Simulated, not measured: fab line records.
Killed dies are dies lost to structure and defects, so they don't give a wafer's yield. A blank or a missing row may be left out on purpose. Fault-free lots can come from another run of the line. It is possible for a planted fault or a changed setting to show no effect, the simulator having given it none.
fab line records	flow sky130	part 1 of 2: steps 1 to 27 of 37
record lots=5	wafers=15	last-day=49
route steps=708 shown FIELD_ISO@13 NWELL@32 DNWELL@35 PWDE@45
lots that met no fault: taken from a fault-free run of the same line
start-h: start of the lot's first displayed wafer, in hours after the record's first day	wait-h: how many hours have passed since the lot's step before this one	" same as the row above	L1.1+2: a row that stands for several wafers	- no value, or no start was given	* or withheld: withheld	< > ~ a bound
route shown NAME@n: names a module that has steps shown in the file, with the first one's number in the route	usual: mean/standard deviation of fault-free wafers	same: alike in all rows	chamber/n: place in a boat	sites: readings site by site	_std_site: the values' standard deviation	_edge_site: outer sites' mean less inner sites'	radius-mm: how far each site lies from the wafer's centre	mask NAME#n: copy n	behind: the last tool/chamber to shape the wafer	hold: why the lot went on hold/how many hours it stayed there/how the hold came to an end	device: names the non-switching transistor (n, p or np)	end of line: the tests these same wafers got at the end of their route	where a step has no rows: the recipe by itself	killed: dies lost to structure and defects at the first sort, not the wafer's yield	map: a wafer's dies, marking killed ones x, the rest . and places with no die _
set.NAME: the setting the step ran with; set.NAME@STEP: the setting that earlier step ran with	model.NAME: the simulator's own value behind a step, which no gauge read
lots seen at some steps along the route; tables by step, rows by wafer
services: from which hour (start-h, from the record's first day; less than 0 if before it) a tool's chamber was out of use, for how many hours, and why
## steps
# step SKY_FIELD_ISO_DEVELOP_12
# recipe develop-time-s=60	resist=KrF-thick	dev-temp-c=21
# usual chill-plate-temp-C=23.00/0.091	exhaust-pa=45.0/0.78
lot.wafer	tool	chamber	start-h	wait-h	chill-plate-temp-C	exhaust-pa
L075.1	litho-track-01	0	-	-	22.96	45.1
L075.2	"	0	"	"	22.97	44.4
L075.6	"	0	"	"	22.96	44.7
L084.2	litho-track-03	0	-	-	23.01	46.1
L084.3	"	0	"	"	22.96	44.6
L084.4	"	0	"	"	22.97	44.3
L088.2	litho-track-01	0	-	-	23.10	45.7
L088.5	"	0	"	"	22.82	44.9
L088.6	"	0	"	"	22.91	45.0
L092.2	litho-track-01	0	-	-	23.08	44.8
L092.4	"	0	"	"	23.02	44.7
L092.6	"	0	"	"	23.04	44.5
L093.1	litho-track-01	0	-	-	22.89	43.4
L093.4	"	0	"	"	23.03	44.9
L093.6	"	0	"	"	23.09	42.8
# step SKY_FIELD_ISO_CD_MEAS_13
# recipe target-cd-nm=150
# usual cd-nm=150.4/1.5
lot.wafer	tool	chamber	start-h	wait-h	cd-nm
L075.1	cd-sem-01	-	34.80	-	150.6
L075.2	"	-	"	"	152.1
L075.6	"	-	"	"	150.1
L084.2	cd-sem-02	-	79.90	-	151.9
L084.3	"	-	"	"	150.7
L084.4	"	-	"	"	152.2
L088.2	cd-sem-02	-	102.47	-	148.7
L088.5	"	-	"	"	148.6
L088.6	"	-	"	"	149.4
L092.2	cd-sem-02	-	123.92	-	150.2
L092.4	"	-	"	"	150.5
L092.6	"	-	"	"	149.6
L093.1	cd-sem-01	-	131.60	-	149.7
L093.4	"	-	"	"	150.5
L093.6	"	-	"	"	150.0
# step SKY_FIELD_ISO_ETCH_14
# recipe chemistry=N2/H2	target=BARC	ion-energy-ev=200	source-w=500	bias-w=100	pressure-mtorr=30	n2-flow-sccm=100	h2-flow-sccm=200	stop-on=SiO2	time-s=45.9	target-depth-a=600
# usual drypump-motor-current-A=5.7/0.54	oes-product-au=0.856/0.0049	throttle-valve-pct=13.225/0.0095
lot.wafer	tool	chamber	start-h	wait-h	drypump-motor-current-A	oes-product-au	rf-hours-counter-h	throttle-valve-pct
L075.1	rie-diel-04	1	34.92	0.1	6.2	0.855	59	13.230
L075.2	"	3	"	"	5.8	0.855	105	13.221
L075.6	"	2	"	"	5.6	0.859	-	13.230
L084.2	rie-diel-03	1	80.00	0.1	5.8	0.865	117	13.246
L084.3	"	2	"	"	5.8	0.859	39	13.238
L084.4	"	1	"	"	5.8	0.860	-	13.223
L088.2	rie-diel-01	1	102.57	0.1	6.4	0.859	8	13.212
L088.5	"	2	"	"	4.7	0.854	-	13.230
L088.6	"	1	"	"	6.4	0.855	-	13.210
L092.2	rie-diel-04	0	124.02	0.1	6.5	0.860	1	13.229
L092.4	"	1	"	"	6.2	0.863	60	13.236
L092.6	"	0	"	"	6.5	0.855	-	13.243
L093.1	rie-diel-04	0	131.72	0.1	6.5	0.857	1	13.234
L093.4	"	3	"	"	5.8	0.860	107	13.208
L093.6	"	3	"	"	5.8	0.855	-	13.222
# step SKY_FIELD_ISO_ETCH_15
# recipe chemistry=CHF3/O2	target-depth-nm=180	stop-on=Si	source-w=600	bias-w=200	pressure-mtorr=40	chf3-flow-sccm=50	O2_flow_sccm=5	time-s=72
# usual drypump-motor-current-A=5.7/0.54	oes-product-au=0.948/0.0064	throttle-valve-pct=8.844/0.0087
lot.wafer	tool	chamber	start-h	wait-h	drypump-motor-current-A	oes-product-au	rf-hours-counter-h	throttle-valve-pct
L075.1	rie-diel-04	1	34.97	0.0	6.2	0.946	59	8.833
L075.2	"	3	"	"	5.8	0.944	105	8.854
L075.6	"	2	"	"	5.6	0.941	-	8.852
L084.2	rie-diel-03	1	80.05	0.0	5.8	0.945	117	8.850
L084.3	"	2	"	"	5.7	0.950	39	8.845
L084.4	"	1	"	"	5.8	0.950	-	8.850
L088.2	rie-diel-01	1	102.62	0.0	6.4	0.952	8	8.853
L088.5	"	2	"	"	4.7	0.949	-	8.844
L088.6	"	1	"	"	6.4	0.945	-	8.828
L092.2	rie-diel-04	0	124.07	0.0	6.5	0.943	1	8.828
L092.4	"	1	"	"	6.3	0.932	60	8.834
L092.6	"	0	"	"	6.5	0.950	-	8.851
L093.1	rie-diel-04	0	131.77	0.0	6.5	0.942	1	8.838
L093.4	"	3	"	"	5.8	0.944	107	8.834
L093.6	"	3	"	"	5.8	0.944	-	8.831
# step SKY_FIELD_ISO_STRIP_16
# recipe chemistry=O2/N2	power-w=1400	pressure-mtorr=1500	platen-temp-c=withheld	o2-flow-sccm=3000	n2-flow-sccm=300	overash-fraction=0.5
# usual drypump-motor-current-A=5.5/0.5	oes-product-au=0.378/0.0051	strip-time-to-endpoint-s=3.54/0.032
lot.wafer	tool	chamber	start-h	wait-h	drypump-motor-current-A	oes-product-au	rf-hours-counter-h	strip-time-to-endpoint-s
L075.1	plasma-asher-01	1	35.02	0.0	5.3	0.376	36	3.48
L075.2	"	0	"	"	5.2	0.373	36	3.50
L075.6	"	1	"	"	5.3	0.380	-	3.48
L084.2	plasma-asher-01	1	80.10	0.0	5.4	0.375	41	3.55
L084.3	"	1	"	"	5.3	0.370	-	3.56
L084.4	"	0	"	"	5.2	0.384	-	3.55
L088.2	plasma-asher-01	0	102.67	0.0	5.3	0.378	43	3.58
L088.5	"	0	"	"	5.2	0.387	-	3.55
L088.6	"	1	"	"	5.4	0.375	-	3.55
L092.2	plasma-asher-04	1	124.12	0.0	5.1	0.379	30	3.53
L092.4	"	0	"	"	5.2	0.370	-	3.50
L092.6	"	1	"	"	5.1	0.373	-	3.54
L093.1	plasma-asher-04	1	131.82	0.0	5.1	0.375	31	3.53
L093.4	"	0	"	"	5.2	0.374	-	3.52
L093.6	"	1	"	"	5.1	0.380	-	3.53
# step SKY_FIELD_ISO_ETCH_17
# recipe target-depth-a=3420	mask-material=Si3N4	chemistry=HBr/Cl2/O2	target=Si	taper-deg=5	icp-w=600	bias-w=150	pressure-mtorr=15	HBr_flow_sccm=150	Cl2_flow_sccm=40	O2_flow_sccm=6	time-s=97.7
# usual drypump-motor-current-A=5.8/0.35	mfc-cl2-sccm=40.00/0.12	oes-product-au=1.003/0.0068	throttle-valve-pct=25.656/0.009
lot.wafer	tool	chamber	start-h	wait-h	drypump-motor-current-A	mfc-cl2-sccm	oes-product-au	rf-hours-counter-h	throttle-valve-pct
L075.1	rie-si-02	2	35.12	0.1	6.2	39.98	1.001	33	25.640
L075.2	"	1	"	"	5.5	39.86	1.012	12	25.651
L075.6	"	3	"	"	5.4	39.90	1.006	-	25.647
L084.2	rie-si-01	2	80.20	0.1	5.9	40.24	1.004	17	25.659
L084.3	"	1	"	"	5.5	40.14	0.999	52	25.658
L084.4	"	3	"	"	6.2	40.05	1.015	24	25.647
L088.2	rie-si-02	1	102.77	0.1	5.5	39.97	0.998	12	25.663
L088.5	"	1	"	"	5.5	39.85	1.001	-	25.661
L088.6	"	0	"	"	6.4	39.99	1.002	-	25.651
L092.2	rie-si-02	1	124.22	0.1	5.5	39.98	1.009	12	25.661
L092.4	"	3	"	"	5.4	39.83	0.995	105	25.657
L092.6	"	0	"	"	6.4	40.10	1.006	-	25.656
L093.1	rie-si-01	0	131.92	0.1	5.6	39.99	1.000	107	25.676
L093.4	"	2	"	"	6.0	40.05	1.001	17	25.649
L093.6	"	3	"	"	6.2	39.91	1.002	-	25.650
# step SKY_FIELD_ISO_WET_ETCH_18
# recipe chemistry=H3PO4	target-depth-nm=25	temp-c=160	target=Si3N4	time-s=286
lot.wafer	tool	chamber	start-h	wait-h
L075.1+2+6	wet-bench-01	3	35.19	0.0
L084.2+3+4	wet-bench-02	1	80.27	0.0
L088.2+5+6	wet-bench-01	3	102.84	0.0
L092.2+4+6	wet-bench-01	1	124.29	0.0
L093.1+4+6	wet-bench-02	2	131.99	0.0
# step SKY_FIELD_ISO_CLEAN_19
# recipe chemistry=SC1/SC2	mix=1:4:20	temp-c=70	time-s=150
lot.wafer	tool	chamber	start-h	wait-h
L075.1+2+6	wet-bench-02	0	35.30	0.0
L084.2+3+4	wet-bench-01	3	80.36	0.0
L088.2+5+6	wet-bench-03	0	102.93	0.0
L092.2+4+6	wet-bench-02	2	124.38	0.0
L093.1+4+6	wet-bench-01	1	132.10	0.0
# step SKY_FIELD_ISO_CLEAN_20
# recipe chemistry=dHF	time-s=20	dilution=100:1
lot.wafer	tool	chamber	start-h	wait-h
L075.1+2+6	wet-bench-03	1	35.35	0.0
L084.2+3+4	wet-bench-02	2	80.41	0.0
L088.2+5+6	wet-bench-01	3	102.98	0.0
L092.2+4+6	wet-bench-03	3	124.49	0.0
L093.1+4+6	wet-bench-02	3	132.15	0.0
# step SKY_FIELD_ISO_WET_ETCH_21
# recipe chemistry=dHF	dilution=100:1	target-depth-nm=20	dry=ipa-marangoni	target=SiO2	temp-c=25	time-s=400
lot.wafer	tool	chamber	start-h	wait-h
L075.1+2+6	wet-bench-02	3	35.36	0.0
L084.2+3+4	wet-bench-01	3	80.43	0.0
L088.2+5+6	wet-bench-03	3	102.99	0.0
L092.2+4+6	wet-bench-01	1	124.51	0.0
L093.1+4+6	wet-bench-01	1	132.16	0.0
# step SKY_FIELD_ISO_OXIDATION_22
# recipe temp-c=950	ambient=O2	stabilise-s=600	purge-s=300	target-thk-a=100	ox-time-s=623
lot.wafer	tool	chamber	start-h	wait-h
L075.1+2+6	furnace-01	0	36.14	0.7
L084.2+3+4	furnace-01	0	82.17	1.6
L088.2+5+6	furnace-02	0	105.13	2.0
L092.2+4+6	furnace-01	0	125.78	1.2
L093.1+4+6	furnace-01	0	132.88	0.6
# step SKY_FIELD_ISO_THK_MEAS_23
# recipe reads=SiO2_of_FIELD_ISO_OXIDATION_22
# usual FIELD_ISO_OXIDATION_01_THK=9.95/0.27
lot.wafer	tool	chamber	start-h	wait-h	FIELD_ISO_OXIDATION_01_THK[nm]
L075.1	film-metro-04	-	37.32	0.0	9.85
L075.2	"	-	"	"	9.80
L075.6	"	-	"	"	9.76
L084.2	film-metro-01	-	83.35	0.0	9.86
L084.3	"	-	"	"	10.03
L084.4	"	-	"	"	9.96
L088.2	film-metro-04	-	106.31	0.0	10.37
L088.5	"	-	"	"	10.16
L088.6	"	-	"	"	10.43
L092.2	film-metro-02	-	126.97	0.0	10.19
L092.4	"	-	"	"	10.19
L092.6	"	-	"	"	10.33
L093.1	film-metro-02	-	134.05	0.0	9.78
L093.4	"	-	"	"	9.82
L093.6	"	-	"	"	9.80
# step SKY_FIELD_ISO_CVD_24
# recipe material=SiO2	target-thk-nm=595	temp-c=650	sigma-open-frac=0.3	time-s=99.2	sih4-flow-sccm=60	pressure-mtorr=6
lot.wafer	tool	chamber	start-h	wait-h
L075.1+2+6	hdpcvd-01	1,0,2	37.38	0.1
L084.2+3+4	hdpcvd-02	2,1,1	83.40	0.0
L088.2+5+6	hdpcvd-02	0,1,2	106.36	0.0
L092.2+4+6	hdpcvd-01	0,0,1	127.02	0.0
L093.1+4+6	hdpcvd-02	0,2,1	134.11	0.1
# step SKY_FIELD_ISO_THK_MEAS_25
# recipe reads=SiO2_of_FIELD_ISO_CVD_24
# usual FIELD_ISO_CVD_24_THK=596/5.9
lot.wafer	tool	chamber	start-h	wait-h	FIELD_ISO_CVD_24_THK[nm]
L075.1	film-metro-01	-	37.45	0.0	598
L075.2	"	-	"	"	595
L075.6	"	-	"	"	595
L084.2	film-metro-04	-	83.48	0.0	588
L084.3	"	-	"	"	591
L084.4	"	-	"	"	591
L088.2	film-metro-02	-	106.44	0.0	597
L088.5	"	-	"	"	589
L088.6	"	-	"	"	594
L092.2	film-metro-01	-	127.10	0.0	593
L092.4	"	-	"	"	596
L092.6	"	-	"	"	593
L093.1	film-metro-01	-	134.19	0.0	605
L093.4	"	-	"	"	593
L093.6	"	-	"	"	599
# step SKY_FIELD_ISO_ANNEAL_26
# recipe temp-c=1000	time-s=1800	ambient=N2
lot.wafer	tool	chamber	start-h	wait-h
L075.1+2+6	furnace-02	0	38.03	0.6
L084.2+3+4	furnace-01	0	84.73	1.2
L088.2+5+6	furnace-02	0	107.81	1.4
L092.2+4+6	furnace-01	0	127.15	0.0
L093.1+4+6	furnace-01	0	134.25	0.1
# step SKY_FIELD_ISO_CMP_27
# recipe stop-on=Si3N4	t-overpolish-s=16	down-force-psi=4	platen-rpm=60	target-thk-nm=457.8	pad-velocity-m-s=0.94248
# usual motor-current-A=11.7/1	overpolish-run-s=16.000/0.0088	time-to-endpoint-s=112/3.3
lot.wafer	tool	chamber	start-h	wait-h	motor-current-A	overpolish-run-s	time-to-endpoint-s
L075.2	cmp-02	3	39.69	0.2	12.8	15.997	107
L075.1	"	2	"	"	11.6	15.994	109
L075.6	"	3	"	"	12.3	15.996	105
L084.2	cmp-01	3	86.28	0.1	13.6	16.014	107
L084.3	"	0	"	"	11.2	16.000	113
L084.4	"	1	"	"	10.8	15.993	110
L088.2	cmp-02	3	109.46	0.1	12.3	16.014	117
L088.6	"	0	"	"	10.8	16.006	115
L088.5	"	1	"	"	12.3	15.986	111
L092.2	cmp-01	1	128.70	0.1	10.5	15.993	114
L092.4	"	2	"	"	12.1	16.005	114
L092.6	"	0	"	"	11.2	16.011	108
L093.1	cmp-01	3	135.85	0.1	14.2	16.010	115
L093.4	"	0	"	"	11.7	15.982	113
L093.6	"	2	"	"	11.6	15.992	119
# step SKY_FIELD_ISO_WET_ETCH_28
# recipe chemistry=dHF	target-depth-nm=23.7	target=SiO2	dilution=10:1	temp-c=25	time-s=47
lot.wafer	tool	chamber	start-h	wait-h
L075.1+2+6	wet-bench-02	1	39.99	0.1
L084.2+3+4	wet-bench-03	0	86.53	0.2
L088.2+5+6	wet-bench-03	3	109.61	0.1
L092.2+4+6	wet-bench-03	2	128.95	0.2
L093.1+4+6	wet-bench-01	3	136.05	0.1
# step SKY_FIELD_ISO_WET_ETCH_29
# recipe chemistry=H3PO4	target-depth-nm=160	target=Si3N4	temp-c=160	time-s=1825
lot.wafer	tool	chamber	start-h	wait-h
L075.1+2+6	wet-bench-01	2	40.01	0.0
L084.2+3+4	wet-bench-01	3	86.56	0.0
L088.2+5+6	wet-bench-02	2	109.63	0.0
L092.2+4+6	wet-bench-02	3	128.97	0.0
L093.1+4+6	wet-bench-02	3	136.07	0.0
# step SKY_FIELD_ISO_WET_ETCH_30
# recipe chemistry=dHF	target-depth-nm=25	target=SiO2	dilution=10:1	temp-c=25	time-s=50
lot.wafer	tool	chamber	start-h	wait-h
L075.1+2+6	wet-bench-02	3	40.57	0.0
L084.2+3+4	wet-bench-03	1	87.10	0.0
L088.2+5+6	wet-bench-03	3	110.20	0.0
L092.2+4+6	wet-bench-01	2	130.09	0.0
L093.1+4+6	wet-bench-03	0	136.68	0.0
# step SKY_NWELL_CLEAN_00
# recipe chemistry=SC1/SC2	mix=1:4:20	temp-c=70	time-s=150	dry=n2-spin
lot.wafer	tool	chamber	start-h	wait-h
L075.1+2+6	wet-bench-03	3	40.59	0.0
L084.2+3+4	wet-bench-03	3	87.13	0.0
L088.2+5+6	wet-bench-02	0	110.22	0.0
L092.2+4+6	wet-bench-03	0	130.12	0.0
L093.1+4+6	wet-bench-01	1	136.70	0.0
# step SKY_NWELL_OXIDATION_01
# recipe temp-c=900	ambient=O2	stabilise-s=600	purge-s=300	target-thk-a=100	ox-time-s=1418
lot.wafer	tool	chamber	start-h	wait-h
L075.1+2+6	furnace-01	0	40.64	0.0
L084.2+3+4	furnace-02	0	87.18	0.0
L088.2+5+6	furnace-02	0	110.87	0.6
L092.2+4+6	furnace-01	0	131.49	1.3
L093.1+4+6	furnace-01	0	137.26	0.5
# step SKY_NWELL_THK_MEAS_02
# recipe reads=SiO2_of_NWELL_OXIDATION_01
# usual NWELL_OXIDATION_THK=10.04/0.27
lot.wafer	tool	chamber	start-h	wait-h	NWELL_OXIDATION_THK[nm]
L075.1	film-metro-02	-	42.04	0.0	9.93
L075.2	"	-	"	"	9.69
L075.6	"	-	"	"	9.89
L084.2	film-metro-01	-	88.58	0.0	10.31
L084.3	"	-	"	"	10.14
L084.4	"	-	"	"	10.35
L088.2	film-metro-01	-	112.28	0.0	10.24
L088.5	"	-	"	"	10.25
L088.6	"	-	"	"	10.10
L092.2	film-metro-03	-	132.90	0.0	10.07
L092.4	"	-	"	"	9.98
L092.6	"	-	"	"	9.96
L093.1	film-metro-01	-	138.65	0.0	10.02
L093.4	"	-	"	"	9.97
L093.6	"	-	"	"	10.03
# step SKY_DNWELL_DEHYDRATE_00
# recipe temp-c=200	time-s=60
# usual chill-plate-temp-C=23.01/0.1	exhaust-pa=44.8/0.89
lot.wafer	tool	chamber	start-h	wait-h	chill-plate-temp-C	exhaust-pa
L075.1	litho-track-03	0	48.98	6.9	22.85	43.8
L075.2	"	0	"	"	23.03	44.8
L075.6	"	0	"	"	23.11	45.0
L084.2	litho-track-04	0	96.61	8.0	23.00	45.0
L084.3	"	0	"	"	23.10	44.1
L084.4	"	0	"	"	23.09	44.8
L088.2	litho-track-03	0	120.56	8.3	23.12	44.5
L088.5	"	0	"	"	23.05	44.5
L088.6	"	0	"	"	22.98	45.9
L092.2	litho-track-04	0	142.01	9.1	22.88	44.1
L092.4	"	0	"	"	22.97	46.1
L092.6	"	0	"	"	22.93	45.0
L093.1	litho-track-04	0	147.84	9.2	22.97	44.2
L093.4	"	0	"	"	22.99	44.6
L093.6	"	0	"	"	23.10	43.5
# step SKY_DNWELL_HMDS_01
# recipe prime-time-s=60	prime-temp-c=120
# usual chill-plate-temp-C=22.99/0.11	exhaust-pa=45.1/0.82
lot.wafer	tool	chamber	start-h	wait-h	chill-plate-temp-C	exhaust-pa
L075.1	litho-track-03	0	49.13	0.1	22.91	45.7
L075.2	"	0	"	"	23.01	44.5
L075.6	"	0	"	"	23.08	44.8
L084.2	litho-track-04	0	96.76	0.1	22.71	45.2
L084.3	"	0	"	"	22.86	44.8
L084.4	"	0	"	"	22.80	44.4
L088.2	litho-track-03	0	120.71	0.1	22.98	44.4
L088.5	"	0	"	"	22.90	45.5
L088.6	"	0	"	"	23.00	44.4
L092.2	litho-track-04	0	142.16	0.1	23.10	44.1
L092.4	"	0	"	"	22.90	44.4
L092.6	"	0	"	"	22.95	44.1
L093.1	litho-track-04	0	147.99	0.1	22.95	45.4
L093.4	"	0	"	"	23.05	45.6
L093.6	"	0	"	"	22.96	45.8
# step SKY_DNWELL_COAT_02
# recipe spin-rpm=2000	resist-thk-nm=3000
# usual chill-plate-temp-C=23.00/0.11	exhaust-pa=44.9/0.93
lot.wafer	tool	chamber	start-h	wait-h	chill-plate-temp-C	exhaust-pa
L075.1	litho-track-03	0	49.28	0.1	23.01	44.5
L075.2	"	0	"	"	23.05	43.5
L075.6	"	0	"	"	22.98	43.5
L084.2	litho-track-04	0	96.91	0.1	22.93	44.2
L084.3	"	0	"	"	22.86	45.1
L084.4	"	0	"	"	23.03	44.7
L088.2	litho-track-03	0	120.86	0.1	23.00	43.9
L088.5	"	0	"	"	22.95	45.0
L088.6	"	0	"	"	23.00	44.5
L092.2	litho-track-04	0	142.31	0.1	22.75	44.2
L092.4	"	0	"	"	22.92	45.3
L092.6	"	0	"	"	22.76	45.0
L093.1	litho-track-04	0	148.14	0.1	23.12	45.7
L093.4	"	0	"	"	23.25	44.8
L093.6	"	0	"	"	23.00	46.8
# step SKY_DNWELL_SOFTBAKE_03
# recipe temp-c=110	time-s=withheld
# usual chill-plate-temp-C=23.00/0.11	exhaust-pa=45.1/0.94
lot.wafer	tool	chamber	start-h	wait-h	chill-plate-temp-C	exhaust-pa
L075.1	litho-track-03	0	49.43	0.1	23.08	45.2
L075.2	"	0	"	"	23.04	42.6
L075.6	"	0	"	"	22.92	43.9
L084.2	litho-track-04	0	97.07	0.1	22.95	45.1
L084.3	"	0	"	"	22.92	44.3
L084.4	"	0	"	"	22.97	43.9
L088.2	litho-track-03	0	121.02	0.1	22.95	45.1
L088.5	"	0	"	"	22.92	45.5
L088.6	"	0	"	"	22.91	44.3
L092.2	litho-track-04	0	142.47	0.1	23.09	45.9
L092.4	"	0	"	"	23.27	45.8
L092.6	"	0	"	"	23.00	46.3
L093.1	litho-track-04	0	148.29	0.1	23.05	46.6
L093.4	"	0	"	"	22.95	45.5
L093.6	"	0	"	"	23.03	44.8
# step SKY_DNWELL_EXPOSE_04
# recipe mask-id=DNM	na=0.57	target-cd-nm=3000	dose-mj=222
lot.wafer	tool	chamber	start-h	wait-h	mask
L075.1+2+6	iline-stepper-01	0	-	-	DNM#0
L084.2+3+4	iline-stepper-02	0	-	-	DNM#0
L088.2+5+6	iline-stepper-02	0	-	-	DNM#0
L092.2+4+6	iline-stepper-01	0	-	-	DNM#0
L093.1+4+6	iline-stepper-02	0	-	-	DNM#0
